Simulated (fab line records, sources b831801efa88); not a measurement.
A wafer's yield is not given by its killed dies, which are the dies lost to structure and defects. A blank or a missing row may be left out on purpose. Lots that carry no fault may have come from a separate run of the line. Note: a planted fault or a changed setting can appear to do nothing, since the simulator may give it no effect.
Split-lot experiment -- flow sky130 -- 23 wafers read from 5 lots, route of 708 steps

== ABOUT THE SPLIT ==
At SKY_POLY_GATE_EXPOSE_10 (exposes mask P1M, target cd 150 nm), the setting dose_mj was moved away from the recipe's 28 on 10 of the 23 wafers read, by -6.2% to +5.5%. All remaining wafers had this setting at the recipe value.

== FROM THE SPLIT TO THE READING: what the file shows between them, 9 steps ==
- SKY_POLY_GATE_PEB_11
- SKY_POLY_GATE_DEVELOP_12: develop time 60 s
- SKY_POLY_GATE_CD_MEAS_13: target cd 150 nm
- SKY_POLY_GATE_ETCH_15: etches BARC in N2/H2, stops on SiO2, time 118.5 s, target depth 110 nm (also split here: time_s)
- SKY_POLY_GATE_ETCH_16: etches Si3N4 in CH3F/O2, stops on poly-Si, time 147.5 s, target depth 75 nm
- SKY_POLY_GATE_ETCH_17: etches poly-Si in HBr/Cl2, stops on SiO2, target depth 180 nm, time 69.55 s
- SKY_POLY_GATE_STRIP_18: strips in O2/N2
- SKY_POLY_GATE_CLEAN_19: cleans in SC1/SC2, time 150 s
- SKY_POLY_GATE_OXIDATION_20: stabilise 600 s, purge 300 s, target thk 4 nm

== THE READING ==
cd_nm, in nm, at SKY_POLY_GATE_CD_MEAS_22. Fault-free wafers of this fab line usually give 151.8 nm, standard deviation 2.7 nm.

wafer,"tool, chamber at the split",dose_mj as run,against the recipe,"cd_nm, nm",against lot-mates on the recipe
L076.1,"krf_scanner-02, 0",29.32,+4.7%,146.3,-5.3
L076.2,"krf_scanner-02, 0",28,recipe,150.4,-
L076.3,"krf_scanner-02, 0",29.32,+4.7%,143.3,-8.3
L076.5,"krf_scanner-02, 0",28,recipe,151.5,-
L076.6,"krf_scanner-02, 0",28,recipe,152.9,-
L077.2,"krf_scanner-01, 0",29.54,+5.5%,146.8,-7.8
L077.3,"krf_scanner-01, 0",28,recipe,152.9,-
L077.4,"krf_scanner-01, 0",29.54,+5.5%,142.5,-12.1
L077.5,"krf_scanner-01, 0",28,recipe,154.5,-
L077.6,"krf_scanner-01, 0",28,recipe,156.4,-
L079.2,"krf_scanner-01, 0",28,recipe,152.9,-
L079.3,"krf_scanner-01, 0",26.25,-6.2%,166.5,+12.6
L079.4,"krf_scanner-01, 0",26.25,-6.2%,166.3,+12.4
L079.5,"krf_scanner-01, 0",28,recipe,155.0,-
L079.6,"krf_scanner-01, 0",26.25,-6.2%,163.8,+9.9
L081.2,"krf_scanner-01, 0",28,recipe,156.4,-
L081.4,"krf_scanner-01, 0",28,recipe,158.4,-
L081.6,"krf_scanner-01, 0",28,recipe,155.6,-
L085.1,"krf_scanner-02, 0",28,recipe,147.8,-
L085.2,"krf_scanner-02, 0",28.6,+2.1%,143.3,-4.9
L085.4,"krf_scanner-02, 0",28.6,+2.1%,150.6,+2.3
L085.5,"krf_scanner-02, 0",28,recipe,148.7,-
L085.6,"krf_scanner-02, 0",28.6,+2.1%,149.3,+1.1

THE FIT
A straight line over all 23 wafers: cd_nm changes by -1.87 nm for each +1% of dose_mj; r = -0.90; the points scatter about the line by 2.9 nm.
The same after taking each lot's own level away (the mean of its wafers on the recipe; 23 wafers): -1.69 nm for each +1%; r = -0.94; scatter 2.1 nm.
The reading moves by 11 nm for the largest change in dose_mj, on that fit.
Across the lots, their own levels run from 148.25 to 156.80 nm, a range of 3.2 times the standard deviation given above.
Hence the slope depends on the lot-to-lot level, as the two fits are not the same.
Check: for one of the wafers moved furthest among these (-6.2%), held out of the fit, the line's prediction against its lot-mates is +10.7 nm. Against them it came out at +12.6 nm.

== OTHER SPLITS APPLIED TO THESE WAFERS ==
Note: prior to the reading, these wafers also went through further splits. Each is held against what the fit with the lots' levels taken away leaves over:
other split on the same wafers,wafers away from the commonest value,r with cd_nm (lot level and that fit taken away)
SKY_POLY_GATE_ETCH_15 time_s,10,-0.19

== THE WHOLE CHAIN: every reading that the file lists as answering this split, in the file's order ==
step,what it does,reading,change (the file's fit),r (the file's)
SKY_POLY_GATE_CD_MEAS_13,target cd 150 nm,cd_nm,-1.67 nm for each +1% of the setting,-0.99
SKY_POLY_GATE_ETCH_15,"etches BARC in N2/H2, stops on SiO2, time 118.5 s, target depth 110 nm","POLY_GATE.cd_nm (the simulator's own value, which no gauge read)",-1.7 nm for each +1% of the setting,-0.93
SKY_POLY_GATE_CD_MEAS_22,,cd_nm,-1.67 nm for each +1% of the setting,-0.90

== THE FILE'S OWN FIT ==
cd_nm changes by -1.67 nm for each +1% of dose_mj, r = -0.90.
